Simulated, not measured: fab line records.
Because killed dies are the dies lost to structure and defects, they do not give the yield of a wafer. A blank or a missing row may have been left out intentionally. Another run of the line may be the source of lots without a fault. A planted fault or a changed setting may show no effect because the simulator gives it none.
fab line records	flow sky130
record: lots: 10	wafers: 30	last_day: 50
route steps=708 shown METAL1@439 VIA1@472 PAD_OPEN@708
lots untouched by any fault: they come from a run of this same line in which no faults occurred
start_h: the number of hours between the record's first day and the start of the first shown wafer of the lot	wait_h: hours elapsed since this lot's preceding step	" identical to the entry in the row above	L1.1+2: a row that stands for several wafers	- no value, or no start was given	* or withheld: withheld	< > ~ a bound
route shown NAME@n: a module of which the file shows steps, and the number in the route of the first	usual: the fault-free wafers' mean and standard deviation	same: alike in all rows	chamber/n: place in a boat	sites: each site's reading	_std_site: how widely they spread, as a standard deviation	_edge_site: the outer-site mean with the inner-site mean subtracted	radius_mm: how far each site lies from the wafer's centre	mask NAME#n: copy n	behind: the last tool/chamber to shape the wafer	hold: what put the lot on hold/how long, in hours/how the hold closed	device: transistor that didn't switch, given as n, p or np	end of line: the route-end tests of the same wafers	step lacking rows: just its recipe	killed: the dies lost at the first sort to structure and to defects; this is not the yield of the wafer	map: the dies of a wafer, with x for killed, . for not killed, _ for no die there
set.NAME: setting as actually run; set.NAME@STEP: the setting as run at that earlier step	model.NAME: the simulator's own value behind a step, which no gauge read
route steps across a sampled set of lots; one table per step, one row per wafer
services: when a tool's chamber went out of use (start_h, in hours from the record's first day, below 0 if earlier), for how many hours, and the reason
== steps ==
step: SKY_METAL1_RS_MEAS_05
recipe: thk_meas_gauge: four-point-probe	reads: TiN_of_METAL1_SPUTTER_04+Ti_of_METAL1_SPUTTER_03+AlCu_of_METAL1_SPUTTER_02+TiN_of_METAL1_SPUTTER_01+Ti_of_METAL1_SPUTTER_00
usual: METAL1_ALCU_RS: 0.1264/0.00097
lot.wafer	tool	chamber	start_h	wait_h	METAL1_ALCU_RS[ohm/sq]
L528.1	film_metro-04	-	735.70	0.0	0.1284
L528.3	"	-	"	"	0.1264
L528.6	"	-	"	"	0.1258
L529.1	film_metro-01	-	739.19	0.0	0.1248
L529.3	"	-	"	"	0.1267
L529.6	"	-	"	"	0.1265
L530.1	film_metro-01	-	755.88	0.0	0.1259
L530.3	"	-	"	"	0.1264
L530.4	"	-	"	"	0.1274
L531.1	film_metro-04	-	768.70	0.0	0.1252
L531.2	"	-	"	"	0.1266
L531.5	"	-	"	"	0.1274
L537.3	film_metro-01	-	813.84	0.1	0.1282
L537.4	"	-	"	"	0.1285
L537.5	"	-	"	"	0.1280
L538.4	film_metro-03	-	821.23	0.1	0.1274
L538.5	"	-	"	"	0.1267
L538.6	"	-	"	"	0.1267
L541.1	film_metro-01	-	846.19	0.0	0.1254
L541.3	"	-	"	"	0.1252
L541.6	"	-	"	"	0.1254
L543.3	film_metro-03	-	867.41	0.1	0.1273
L543.4	"	-	"	"	0.1273
L543.5	"	-	"	"	0.1270
L546.2	film_metro-01	-	880.89	0.0	0.1261
L546.3	"	-	"	"	0.1265
L546.4	"	-	"	"	0.1252
L551.3	film_metro-01	-	910.23	0.1	0.1279
L551.4	"	-	"	"	0.1275
L551.6	"	-	"	"	0.1276
step: SKY_METAL1_METAL_ETCH_19
recipe: target_depth_a: 3600	stop_on: SiO2	over_etch_frac: 0.3	time_s: 78	chemistry: Cl2/BCl3	resist_sidewall_deg: 88	pressure_mtorr: 10	icp_w: 900	bias_w: 48.5	Cl2_flow_sccm: 60	bcl3_flow_sccm: 30
usual: bcl3_flow_sccm: 30.00/0.085	drypump_motor_current_A: 5.8/0.43	oes_product_au: 0.855/0.0052	run_length_s: 106.7/1.2	throttle_valve_pct: 22.266/0.0087
same: over_etch_frac: 0.3
lot.wafer	tool	chamber	start_h	wait_h	bcl3_flow_sccm	drypump_motor_current_A	oes_product_au	rf_hours_counter_h	run_length_s	throttle_valve_pct
L528.1	rie_metal-02	1	763.22	0.0	29.95	6.3	0.858	13	106.1	22.253
L528.3	"	0	"	"	29.99	5.4	0.853	-	106.8	22.261
L528.6	"	1	"	"	29.98	6.3	0.855	-	105.9	22.268
L529.1	rie_metal-02	0	767.08	0.0	30.11	5.5	0.842	8	106.7	22.269
L529.3	"	1	"	"	30.07	6.3	0.858	-	106.5	22.247
L529.6	"	1	"	"	30.03	6.3	0.856	-	106.1	22.266
L530.1	rie_metal-04	0	783.08	0.0	29.91	5.3	0.859	7	105.7	22.276
L530.3	"	1	"	"	30.02	6.1	0.852	-	106.2	22.273
L530.4	"	0	"	"	30.04	5.3	0.857	-	106.1	22.251
L531.1	rie_metal-01	1	795.13	0.1	30.10	5.4	0.854	2	108.7	22.267
L531.2	"	0	"	"	30.03	6.2	0.856	3	110.2	22.273
L531.5	"	1	"	"	30.16	5.4	0.860	-	108.8	22.282
L537.3	rie_metal-01	1	840.00	0.1	30.12	5.4	0.842	-	105.6	22.262
L537.4	"	0	"	"	29.92	6.2	0.855	-	107.0	22.269
L537.5	"	0	"	"	30.09	6.2	0.851	-	107.2	22.270
L538.4	rie_metal-01	1	848.01	0.1	29.97	5.4	0.847	-	105.5	22.280
L538.5	"	0	"	"	30.10	6.2	0.858	-	107.0	22.258
L538.6	"	1	"	"	30.02	5.4	0.851	-	105.5	22.249
L541.1	rie_metal-04	0	872.85	0.0	30.10	5.3	0.861	11	105.6	22.276
L541.3	"	1	"	"	30.03	6.1	0.867	-	106.8	22.269
L541.6	"	0	"	"	30.08	5.3	0.857	-	105.8	22.256
L543.3	rie_metal-04	1	893.00	0.1	29.98	6.1	0.860	-	106.2	22.262
L543.4	"	0	"	"	29.94	5.3	0.850	-	105.7	22.269
L543.5	"	0	"	"	30.03	5.3	0.858	-	106.4	22.265
L546.2	rie_metal-01	0	907.44	0.0	30.01	6.2	0.855	8	107.5	22.273
L546.3	"	1	"	"	29.98	5.4	0.859	-	105.6	22.261
L546.4	"	0	"	"	30.08	6.2	0.852	-	107.2	22.258
L551.3	rie_metal-01	0	935.13	0.1	30.03	6.3	0.847	-	107.1	22.270
L551.4	"	1	"	"	30.03	5.4	0.846	-	105.6	22.256
L551.6	"	0	"	"	29.93	6.3	0.849	-	107.1	22.272
step: SKY_VIA1_ETCH_14
recipe: chemistry: N2/H2	target: BARC	ion_energy_ev: 200	source_w: 500	bias_w: 100	pressure_mtorr: 30	n2_flow_sccm: 100	h2_flow_sccm: 200	stop_on: SiO2	time_s: 45.9	target_depth_a: 600
usual: drypump_motor_current_A: 5.9/0.41	h2_flow_sccm: 200.0/0.57	oes_product_au: 0.856/0.0045	run_length_s: 74.1/0.49	throttle_valve_pct: 13.225/0.0091
lot.wafer	tool	chamber	start_h	wait_h	drypump_motor_current_A	h2_flow_sccm	oes_product_au	rf_hours_counter_h	run_length_s	throttle_valve_pct
L528.1	rie_diel-01	1	790.94	0.0	6.1	200.9	0.856	3	74.4	13.222
L528.3	"	2	"	"	6.3	199.5	0.865	9	74.3	13.215
L528.6	"	0	"	"	6.0	199.5	0.852	-	74.4	13.216
L529.1	rie_diel-01	2	794.59	0.0	6.3	199.4	0.854	9	73.5	13.246
L529.3	"	0	"	"	6.0	200.7	0.854	11	74.6	13.222
L529.6	"	0	"	"	6.0	200.5	0.847	-	74.1	13.242
L530.1	rie_diel-01	1	811.19	0.0	6.1	199.7	0.855	3	74.7	13.229
L530.3	"	3	"	"	6.2	199.6	0.856	31	73.8	13.235
L530.4	"	1	"	"	6.1	199.8	0.847	-	74.3	13.228
L531.1	rie_diel-04	0	823.35	0.0	5.2	201.6	0.851	1	73.8	13.237
L531.2	"	3	"	"	6.1	200.3	0.845	9	73.7	13.212
L531.5	"	3	"	"	6.1	200.6	0.865	-	74.3	13.240
L537.3	rie_diel-01	1	866.79	0.0	6.1	200.3	0.858	6	74.4	13.232
L537.4	"	0	"	"	6.0	199.9	0.858	13	74.0	13.222
L537.5	"	3	"	"	6.1	200.1	0.859	-	74.3	13.209
L538.4	rie_diel-01	2	875.44	0.0	6.3	199.6	0.775	11	82.8	13.209
L538.5	"	0	"	"	6.0	199.2	0.777	-	83.3	13.223
L538.6	"	1	"	"	6.1	199.3	0.779	-	83.6	13.223
L541.1	rie_diel-01	3	899.57	0.0	6.2	200.9	0.773	1	82.8	13.216
L541.3	"	2	"	"	6.3	200.6	0.770	12	82.7	13.206
L541.6	"	0	"	"	6.0	200.5	0.784	-	83.5	13.235
L543.3	rie_diel-04	1	918.96	0.0	6.0	200.7	0.853	9	73.7	13.215
L543.4	"	0	"	"	5.2	199.5	0.853	4	73.8	13.226
L543.5	"	1	"	"	6.0	200.5	0.866	-	73.5	13.245
L546.2	rie_diel-03	2	933.03	0.0	5.1	199.8	0.864	21	74.0	13.221
L546.3	"	3	"	"	6.2	199.6	0.852	22	73.9	13.226
L546.4	"	1	"	"	4.9	200.8	0.857	22	73.8	13.229
L551.3	rie_diel-03	1	963.26	0.0	4.9	200.3	0.854	23	73.6	13.236
L551.4	"	0	"	"	5.5	200.5	0.866	-	75.4	13.231
L551.6	"	3	"	"	6.1	200.0	0.854	-	74.5	13.238
step: SKY_VIA1_STRIP_16
recipe: chemistry: O2/N2	power_w: 1400	pressure_mtorr: 1500	platen_temp_c: withheld	o2_flow_sccm: 3000	n2_flow_sccm: 300	overash_fraction: 0.5
usual: drypump_motor_current_A: 5.7/0.5	oes_product_au: 0.417/0.0044	strip_time_to_endpoint_s: 4.471/0.021
same: overash_fraction: 0.5
lot.wafer	tool	chamber	start_h	wait_h	drypump_motor_current_A	oes_product_au	rf_hours_counter_h	strip_time_to_endpoint_s
L528.1	plasma_asher-01	0	791.03	0.0	5.3	0.417	36	4.453
L528.3	"	1	"	"	6.1	0.412	-	4.462
L528.6	"	1	"	"	6.1	0.415	-	4.493
L529.1	plasma_asher-04	1	794.68	0.0	6.4	0.415	5	4.487
L529.3	"	1	"	"	6.4	0.407	-	4.505
L529.6	"	0	"	"	5.3	0.422	-	4.498
L530.1	plasma_asher-03	0	811.28	0.0	5.6	0.415	67	4.426
L530.3	"	0	"	"	5.6	0.415	-	4.445
L530.4	"	1	"	"	5.1	0.415	-	4.444
L531.1	plasma_asher-01	0	823.44	0.0	5.3	0.409	39	4.469
L531.2	"	1	"	"	6.1	0.425	39	4.469
L531.5	"	1	"	"	6.1	0.412	-	4.494
L537.3	plasma_asher-03	0	866.91	0.1	5.6	0.421	-	4.488
L537.4	"	1	"	"	5.1	0.415	-	4.492
L537.5	"	0	"	"	5.6	0.421	-	4.480
L538.4	plasma_asher-03	0	875.56	0.1	5.6	0.408	-	4.395
L538.5	"	0	"	"	5.6	0.417	-	4.382
L538.6	"	1	"	"	5.1	0.417	-	4.387
L541.1	plasma_asher-04	0	899.66	0.0	5.3	0.408	15	4.376
L541.3	"	1	"	"	6.4	0.412	-	4.371
L541.6	"	0	"	"	5.3	0.415	-	4.372
L543.3	plasma_asher-04	1	919.08	0.1	6.4	0.411	-	4.458
L543.4	"	0	"	"	5.3	0.421	-	4.446
L543.5	"	1	"	"	6.4	0.418	-	4.490
L546.2	plasma_asher-04	0	933.11	0.0	5.3	0.414	19	4.476
L546.3	"	1	"	"	6.4	0.417	-	4.477
L546.4	"	0	"	"	5.3	0.409	-	4.444
L551.3	plasma_asher-04	1	963.38	0.1	6.4	0.424	-	4.425
L551.4	"	0	"	"	5.3	0.408	-	4.460
L551.6	"	0	"	"	5.3	0.414	-	4.457
step: SKY_VIA1_CMP_24
recipe: stop_on: SiO2	t_overpolish_s: 15	down_force_psi: 3.5	platen_rpm: 60	target_thk_nm: 0	pad_velocity_m_s: 0.94248
usual: motor_current_A: 10.5/1.2	overpolish_run_s: 15.000/0.0089	time_to_endpoint_s: 64.6/3
lot.wafer	tool	chamber	start_h	wait_h	motor_current_A	overpolish_run_s	time_to_endpoint_s
L528.1	cmp-01	3	791.95	0.1	10.5	14.998	63.7
L528.3	"	1	"	"	8.3	14.995	65.6
L528.6	"	3	"	"	10.2	15.006	62.6
L529.3	cmp-02	2	795.70	0.1	11.9	14.997	63.6
L529.1	"	3	"	"	11.9	15.007	62.6
L529.6	"	0	"	"	9.1	14.992	63.1
L530.4	cmp-01	2	812.20	0.0	9.5	15.010	64.9
L530.1	"	0	"	"	11.4	14.986	58.7
L530.3	"	1	"	"	9.0	15.010	62.0
L531.2	cmp-01	2	824.42	0.1	9.2	15.010	64.4
L531.1	"	3	"	"	10.8	15.006	61.1
L531.5	"	2	"	"	8.9	14.984	68.7
L537.4	cmp-02	2	867.85	0.1	12.1	14.990	58.8
L537.3	"	3	"	"	11.5	15.005	65.0
L537.5	"	1	"	"	10.0	14.998	66.9
L538.4	cmp-02	3	876.50	0.1	12.0	15.004	63.2
L538.5	"	2	"	"	12.4	14.992	63.8
L538.6	"	3	"	"	11.1	15.012	62.6
L541.1	cmp-02	1	900.59	0.1	10.5	14.985	66.7
L541.3	"	0	"	"	9.4	15.009	67.4
L541.6	"	2	"	"	11.5	14.999	60.8
L543.4	cmp-01	3	920.07	0.1	10.8	15.005	59.3
L543.3	"	0	"	"	11.2	15.002	61.0
L543.5	"	2	"	"	9.2	14.983	64.9
L546.2	cmp-02	2	934.08	0.0	12.1	14.988	67.7
L546.4	"	0	"	"	9.4	15.008	67.9
L546.3	"	1	"	"	10.0	14.997	72.2
L551.4	cmp-01	2	964.74	0.2	9.3	14.999	64.2
L551.3	"	3	"	"	10.7	15.009	60.1
L551.6	"	1	"	"	8.7	14.991	62.5
step: SKY_PAD_OPEN_PROBE_99
usual: defect_limited_yield: 82.4/1.9	killed_at_M0_to_M3: 43/7.1	killed_at_M4_up: 3.2/1.7	killed_at_contacts: 24/5.6	killed_at_front_end: 16/5	killed_at_other: 0.4/0.68	killed_dies: 86/9.3	killed_open: 47/7.1	killed_short: 39/5.7	sort_bin_3_pad_short: 0.9/0.38	sort_bin_5_function: 10.4/1.5	sort_bin_6_memory: 6.3/1.3	sort_n_pass: 406/9.3	sort_yield_pct: 82.4/1.9
same: gross_dies: 492	killed_at_back_side: 0	sort_bin_4_leakage[%]: 0	sort_bin_8_speed[%]: 0
lot.wafer	tool	chamber	start_h	wait_h	defect_limited_yield[%]	killed_at_M0_to_M3	killed_at_M4_up	killed_at_contacts	killed_at_front_end	killed_at_other	killed_dies	killed_open	killed_short	sort_bin_3_pad_short[%]	sort_bin_5_function[%]	sort_bin_6_memory[%]	sort_n_pass	sort_yield_pct[%]
L538.4	prober-01	-	1140.06	0.2	82.5	55	4	19	8	0	86	48	37	0.8	11.6	5.1	406	82.5
L538.5	prober-01	-	1140.11	0.2	82.9	45	2	26	10	1	84	51	33	0.4	8.9	7.7	408	82.9
L538.6	prober-01	-	1140.16	0.2	81.9	44	4	31	9	1	89	44	44	0.8	9.8	7.5	403	81.9
L541.1	prober-02	-	1155.63	0.1	82.9	46	7	22	9	0	84	36	48	1.0	10.0	6.1	408	82.9
L541.3	prober-02	-	1155.73	0.2	81.3	46	1	27	18	0	92	59	33	0.8	12.0	5.9	400	81.3
L543.3	prober-01	-	1171.76	0.2	79.7	37	3	30	29	1	100	55	44	1.4	12.0	6.9	392	79.7
L543.4	prober-01	-	1171.81	0.2	81.9	34	2	22	29	2	89	51	36	0.8	11.6	5.7	403	81.9
L543.5	prober-01	-	1171.86	0.2	81.9	49	1	25	14	0	89	46	43	0.6	13.2	4.3	403	81.9
L551.3	prober-01	-	1199.04	0.2	83.9	35	5	24	14	1	79	36	43	1.2	8.9	5.9	413	83.9
L551.4	prober-01	-	1199.09	0.2	83.7	34	7	25	14	0	80	41	39	0.6	10.2	5.5	412	83.7
L551.6	prober-01	-	1199.19	0.2	86.4	42	1	13	11	0	67	31	36	0.4	7.9	5.3	425	86.4
killed by level:class
L538.4 VIA1:geometric_particle:open=15 CONTACT:geometric_particle:open=8 VIA3:geometric_particle:open=7 VIA2:geometric_particle:open=6 LI_CONTACT:geometric_particle:open=5 VIA1:geometric_particle:short=5 VIA3:geometric_particle:short=5 LI_CONTACT:geometric_particle:short=4
L538.5 VIA1:geometric_particle:open=12 CONTACT:geometric_particle:open=10 LI_CONTACT:geometric_particle:open=9 VIA2:geometric_particle:open=6 METAL1:geometric_particle:short=5 METAL2:geometric_particle:short=4 VIA3:geometric_particle:short=4 VIA3:geometric_particle:open=4
L538.6 VIA1:geometric_particle:open=11 LI_CONTACT:geometric_particle:open=9 CONTACT:geometric_particle:open=9 METAL1:geometric_particle:short=6 VIA1:geometric_particle:short=6 VIA2:geometric_particle:short=5 CONTACT:geometric_particle:short=4 VIA2:geometric_particle:open=4
L541.1 VIA1:geometric_particle:short=10 VIA1:geometric_particle:open=9 VIA2:geometric_particle:open=6 CONTACT:geometric_particle:open=6 CONTACT:geometric_particle:short=6 METAL2:geometric_particle:short=5 LI_CONTACT:geometric_particle:open=4 LOCAL_INTERCONNECT:geometric_particle:short=4
L541.3 CONTACT:geometric_particle:open=12 VIA1:geometric_particle:open=10 LI_CONTACT:geometric_particle:open=9 VIA2:geometric_particle:open=8 FIELD_ISO:geometric_particle:open=5 VIA2:geometric_particle:short=5 POLY_GATE:geometric_particle:open=4 METAL1:geometric_particle:short=4
L543.3 CONTACT:geometric_particle:open=12 VIA1:geometric_particle:open=9 FIELD_ISO:geometric_particle:open=8 FIELD_ISO:geometric_particle:short=7 LI_CONTACT:geometric_particle:open=7 VIA2:geometric_particle:open=6 METAL1:geometric_particle:short=6 POLY_GATE:geometric_particle:short=5
L543.4 VIA1:geometric_particle:open=12 FIELD_ISO:geometric_particle:open=11 POLY_GATE:geometric_particle:open=8 CONTACT:geometric_particle:open=8 FIELD_ISO:geometric_particle:short=6 VIA1:geometric_particle:short=6 CONTACT:geometric_particle:short=5 LI_CONTACT:geometric_particle:open=4
L543.5 CONTACT:geometric_particle:open=11 METAL2:geometric_particle:short=10 LI_CONTACT:geometric_particle:open=9 VIA3:geometric_particle:open=8 VIA1:geometric_particle:open=6 METAL1:geometric_particle:short=5 VIA2:geometric_particle:short=5 VIA3:geometric_particle:short=5
L551.3 VIA1:geometric_particle:open=12 METAL2:geometric_particle:short=9 FIELD_ISO:geometric_particle:short=7 LOCAL_INTERCONNECT:geometric_particle:short=6 LI_CONTACT:geometric_particle:open=5 CONTACT:geometric_particle:open=5 CONTACT:geometric_particle:short=5 METAL4:geometric_particle:short=4
L551.4 LI_CONTACT:geometric_particle:open=8 CONTACT:geometric_particle:open=8 METAL2:geometric_particle:short=8 VIA2:geometric_particle:open=7 METAL4:geometric_particle:short=6 VIA1:geometric_particle:open=6 FIELD_ISO:geometric_particle:short=4 FIELD_ISO:geometric_particle:open=4
L551.6 VIA1:geometric_particle:open=9 CONTACT:geometric_particle:short=7 VIA1:geometric_particle:short=7 VIA3:geometric_particle:open=6 VIA2:geometric_particle:open=5 METAL1:geometric_particle:short=4 METAL2:geometric_particle:short=4 VIA2:geometric_particle:short=3
== services ==
tool	chamber	start_h	hours	kind
rie_diel-01	-	739.25	0.5	repair
rie_metal-01	-	739.80	4.3	pm
plasma_asher-04	-	742.75	2.8	pm
rie_diel-01	3	743.18	12.9	repair
cmp-02	-	748.54	4.0	pm
cmp-02	-	759.53	2.6	repair
rie_diel-01	2	760.27	23.5	repair
cmp-01	-	762.41	21.0	pm
rie_diel-01	3	777.20	4.4	repair
rie_diel-01	3	786.19	15.9	repair
cmp-01	-	792.25	5.1	pm
cmp-01	-	798.81	1.1	repair
rie_diel-01	2	800.74	11.3	repair
rie_metal-01	1	806.30	1.3	repair
rie_diel-01	-	829.38	1.8	repair
plasma_asher-04	-	841.65	2.1	repair
cmp-01	-	848.83	0.5	repair
rie_metal-01	1	868.88	22.1	repair
cmp-01	-	871.80	1.1	repair
rie_diel-01	1	897.52	3.9	repair
cmp-01	-	898.04	2.2	repair
cmp-01	-	911.34	2.5	repair
rie_diel-01	3	913.37	9.5	repair
rie_diel-01	2	931.53	2.8	repair
== key ==
first_sign: step: SKY_VIA1_ETCH_14	reading: run_length_s	direction: up	sigmas: 18	usual: *	struck: *
effect: step: SKY_VIA1_ETCH_14	reading: oes_product_au	direction: down	sigmas: 18	usual: 0.856	struck: 0.776
effect: step: SKY_VIA1_STRIP_16	reading: strip_time_to_endpoint_s	direction: down	sigmas: 4.3	usual: *	struck: *
met_at SKY_VIA1_ETCH_14
struck_lots L538,L541
not_acting_at SKY_METAL1_RS_MEAS_05,SKY_METAL1_METAL_ETCH_19,SKY_VIA1_CMP_24
onset_between 866.79 875.44
fault: kind: process_parameter_drift	tool: rie_diel-01	chamber: -	onset_h: 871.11	steps: SKY_VIA1_ETCH_14	channel: time_s	offset: *	shape: step	end_h: 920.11	acts_in: *	stated: *
